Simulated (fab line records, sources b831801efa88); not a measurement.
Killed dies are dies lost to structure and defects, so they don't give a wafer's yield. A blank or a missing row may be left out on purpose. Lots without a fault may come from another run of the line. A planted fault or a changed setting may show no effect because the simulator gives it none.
A struck lot beside a sound one | flow sky130 | 17 steps out of a route of 708
Sound: wafers L767.1, L767.3, L767.5. Struck: wafers L762.1, L762.4, L762.5. The cause comes at the end.
At each step with rows: each side's tool, then ch and its chambers, then its first start. Under that, the readings that differ: sound wafers | struck wafers | difference of the means | sigmas: that difference in standard deviations of wafers without a fault.
alike: readings whose means differ by less than 2 such deviations, and words and numbers that are the same on both sides. not compared: withheld readings, readings that some wafer has no value for, bounds like >300 that may hide the same value, and numbers for which the record gives no deviation and whose values overlap.
The two part at a step that has a row with sigmas, a row that says differs or no value, or rows on one side only. Numbers that don't overlap but have no deviation are shown without sigmas and don't part them. A reading that every wafer of one side lacks parts them only if that side has two wafers or more.

SKY_LDD_P_OVL_MEAS_08:
  sound on overlay-01, day 26 11:01; struck on overlay-02, day 25 19:13
  alike: LDD_P_OVL
then, 1 step without rows for these wafers: SKY_LDD_P_IMPLANT_09.
SKY_LDD_P_STRIP_10: strips in O2/N2.
  sound on plasma_asher-03 ch 0, day 26 11:11; struck on plasma_asher-04 ch 0,1, day 25 19:24
  alike: drypump_motor_current_A, oes_product_au, strip_time_to_endpoint_s
  not compared: rf_hours_counter_h
SKY_LDD_P_TW_MEAS_11:
  sound on film_metro-01, day 26 11:17; struck on film_metro-01, day 25 19:30
  alike: LDD_P_TW
then, 7 steps without rows for these wafers: SKY_LDD_HVN_DEHYDRATE_00 (time 60 s); SKY_LDD_HVN_HMDS_01 (prime time 60 s); SKY_LDD_HVN_COAT_02 (resist thk 300 nm); SKY_LDD_HVN_SOFTBAKE_03 (time 60 s); SKY_LDD_HVN_EXPOSE_04 (exposes mask HVNTM, target cd 700 nm); SKY_LDD_HVN_PEB_05; SKY_LDD_HVN_DEVELOP_06 (develop time 60 s).
SKY_LDD_HVN_OVL_MEAS_07:
  sound on overlay-01, day 27 17:48; struck on overlay-02, day 27 01:15
  alike: LDD_HVN_OVL
SKY_LDD_HVN_IMPLANT_08:
  sound on implanter-04 ch 0, day 27 17:50; struck on implanter-03 ch 0, day 27 01:17
  reading                   | sound                | struck               | difference | sigmas
  beam_energy_keV           | 60.002 59.993 60.026 | 48.318 48.308 48.274 | -11.707    | -99 or more
  model.implant.rp_nm (nm)  | 54.07 54.07 54.07    | 45.53 45.53 45.53    | -8.54      |
  model.implant.drp_nm (nm) | 28.15 28.15 28.15    | 23.44 23.44 23.44    | -4.71      |
  alike: beam_on_s
SKY_LDD_HVN_STRIP_09: strips in O2/N2.
  sound on plasma_asher-02 ch 0,1, day 27 17:59; struck on plasma_asher-01 ch 0,1, day 27 01:26
  reading               | sound             | struck            | difference | sigmas
  oes_product_au (a.u.) | 0.406 0.407 0.408 | 0.415 0.419 0.415 | +0.009     | +2
  alike: drypump_motor_current_A, strip_time_to_endpoint_s
  not compared: rf_hours_counter_h
SKY_LDD_HVN_TW_MEAS_10:
  sound on film_metro-01, day 27 18:05; struck on film_metro-04, day 27 01:32
  reading    | sound          | struck         | difference | sigmas
  LDD_HVN_TW | 1468 1470 1460 | 1406 1404 1401 | -62        | -3
then, 1 step without rows for these wafers: SKY_LDD_HVP_DEHYDRATE_00 (time 60 s).
-- the record jumps here: 23 days lie between the struck wafers' starts before and after (it left off in module LDD_HVP and takes up again in module PAD_OPEN, whose first step shown is number 708 of the route) --
SKY_PAD_OPEN_PROBE_99:
  sound on prober-01, day 50 14:54; struck on prober-01, day 50 05:58
  reading                                 | sound                | struck               | difference | sigmas
  killed_at_M0_to_M3                      | 49 60 53             | 33 39 44             | -15        | -2
  killed_dies                             | 94 112 95            | 64 84 76             | -26        | -3
  killed_short                            | 45 59 48             | 29 22 35             | -22        | -3
  model.etest.tip_n_5v.rs_ohm_sq          | 1436 1434 1430       | 1525 1511 1512       | +83        |
  model.etest.nfet_g5v0d10v5.r_on_ohm_um  | 1874 1856 1922       | 1947 1955 1945       | +65        |
  model.etest.nfet_g5v0d10v5.drive_ua_um  | 610.1 616.5 595.2    | 583.4 575.2 576.5    | -28.9      |
  model.etest.nfet_g5v0d10v5.vt_sat_v (V) | 0.7682 0.7669 0.778  | 0.7996 0.7936 0.7961 | +0.0254    |
  model.etest.nfet_g5v0d10v5.vt_v (V)     | 0.8185 0.8199 0.8335 | 0.8503 0.8473 0.8497 | +0.0251    |
  alike: killed_at_M4_up, killed_at_contacts, killed_at_front_end, killed_at_other, killed_open

WHERE THEY PART
First at SKY_LDD_HVN_IMPLANT_08; last, within this record, at SKY_PAD_OPEN_PROBE_99.

WHY: what the simulator had put in
Process parameter drift: implanter-03, from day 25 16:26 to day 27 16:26, at SKY_LDD_HVN_IMPLANT_08. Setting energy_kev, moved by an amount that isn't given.
